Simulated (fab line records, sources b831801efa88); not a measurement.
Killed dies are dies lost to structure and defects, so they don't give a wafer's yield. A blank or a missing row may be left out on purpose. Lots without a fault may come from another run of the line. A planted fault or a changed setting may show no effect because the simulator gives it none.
A struck lot beside a sound one | flow gf180mcu | 16 steps out of a route of 602
Sound: wafers L577.1, L577.4, L577.5. Struck: wafer L583.4. (L583.3, L583.5 of the same lot were not struck and are left out.) The cause comes at the end.
At each step with rows: each side's tool, then ch and its chambers, then its first start. Under that, the readings that differ: sound wafers | struck wafers | difference of the means | sigmas: that difference in standard deviations of wafers without a fault.
alike: readings whose means differ by less than 2 such deviations, and words and numbers that are the same on both sides. not compared: withheld readings, readings that some wafer has no value for, bounds like >300 that may hide the same value, and numbers for which the record gives no deviation and whose values overlap.
The two part at a step that has a row with sigmas, a row that says differs or no value, or rows on one side only. Numbers that don't overlap but have no deviation are shown without sigmas and don't part them. A reading that every wafer of one side lacks parts them only if that side has two wafers or more.

GF_M1_SPUTTER_04: material TiN, target thk 50 nm, time 41.7 s.
  sound on pvd_sputter-02, day 18 10:19; struck on pvd_sputter-01, day 21 00:35
  alike: chamber_pressure_pa, throttle_valve_pct
GF_M1_RS_MEAS_05: measures by four-point-probe.
  sound on film_metro-01, day 18 10:22; struck on film_metro-01, day 21 00:40
  reading             | sound                | struck | difference | sigmas
  M1_ALCU_RS (ohm/sq) | 0.0672 0.0696 0.0684 | 0.0708 | +0.0024    | +2
GF_M1_THK_MEAS_06: measures by xrf.
  sound on film_metro-01, day 18 10:29; struck on film_metro-01, day 21 00:46
  reading          | sound       | struck | difference | sigmas
  M1_ALCU_THK (nm) | 456 440 449 | 433    | -15        | -2
then, 7 steps without rows for these wafers: GF_M1_DEHYDRATE_07 (time 60 s); GF_M1_HMDS_08 (prime time 60 s); GF_M1_COAT_09 (resist thk 1000 nm); GF_M1_SOFTBAKE_10 (time 60 s); GF_M1_EXPOSE_11 (exposes mask Metal1, target cd 230 nm); GF_M1_PEB_12 (peb time 90 s); GF_M1_DEVELOP_13 (develop time 60 s).
GF_M1_CD_MEAS_14: target cd 230 nm.
  sound on cd_sem-01, day 19 10:34; struck on cd_sem-02, day 21 23:59
  alike: cd_nm
GF_M1_OVL_MEAS_15:
  sound on overlay-02, day 19 10:41; struck on overlay-02, day 22 00:05
  alike: M1_OVL
GF_M1_METAL_ETCH_16: etches the open film in Cl2/BCl3, stops on SiO2, target depth 750.8 nm, time 125.1 s.
  sound on rie_metal-01 ch 0,1, day 19 10:43; struck on rie_metal-04 ch 1, day 22 00:12
  reading                             | sound             | struck | difference | sigmas
  chamber_pressure_mTorr (mTorr)      | 8.001 7.995 7.995 | 7.981  | -0.016     | -3
  oes_product_au (a.u.)               | 0.991 0.995 0.981 | 1.002  | +0.013     | +2
  model.KrF_of_M1_COAT_09.thk_nm (nm) | 688.5 677.1 691   | 601.3  | -84.2      |
  alike: drypump_motor_current_A, throttle_valve_pct
  not compared: rf_hours_counter_h
GF_M1_STRIP_17: strips in O2/N2.
  sound on plasma_asher-01 ch 0, day 19 10:50; struck on plasma_asher-03 ch 0, day 22 00:24
  reading                        | sound                | struck | difference | sigmas
  chamber_pressure_mTorr (mTorr) | 1502.5 1501.9 1499.7 | 1496.7 | -4.7       | -4
  oes_product_au (a.u.)          | 0.542 0.538 0.538    | 0.507  | -0.032     | -7
  strip_time_to_endpoint_s (s)   | 7.43 7.31 7.46       | 6.56   | -0.84      | -14
  alike: drypump_motor_current_A, heater_power_w
  not compared: rf_hours_counter_h
then, 1 step without rows for these wafers: GF_M1_STRIP_18 (strips in post etch residue remover, time 1200 s).
-- the record jumps here: 11 days lie between the struck wafers' starts before and after (it left off in module M1 and takes up again in module PASSIVATION, whose first step shown is number 602 of the route) --
GF_PASSIVATION_PROBE_99:
  the record has rows for the struck wafers here (prober-01, day 32 18:38) and none for the sound ones

WHERE THEY PART
First at GF_M1_RS_MEAS_05; last, within this record, at GF_PASSIVATION_PROBE_99.

WHY: what the simulator had put in
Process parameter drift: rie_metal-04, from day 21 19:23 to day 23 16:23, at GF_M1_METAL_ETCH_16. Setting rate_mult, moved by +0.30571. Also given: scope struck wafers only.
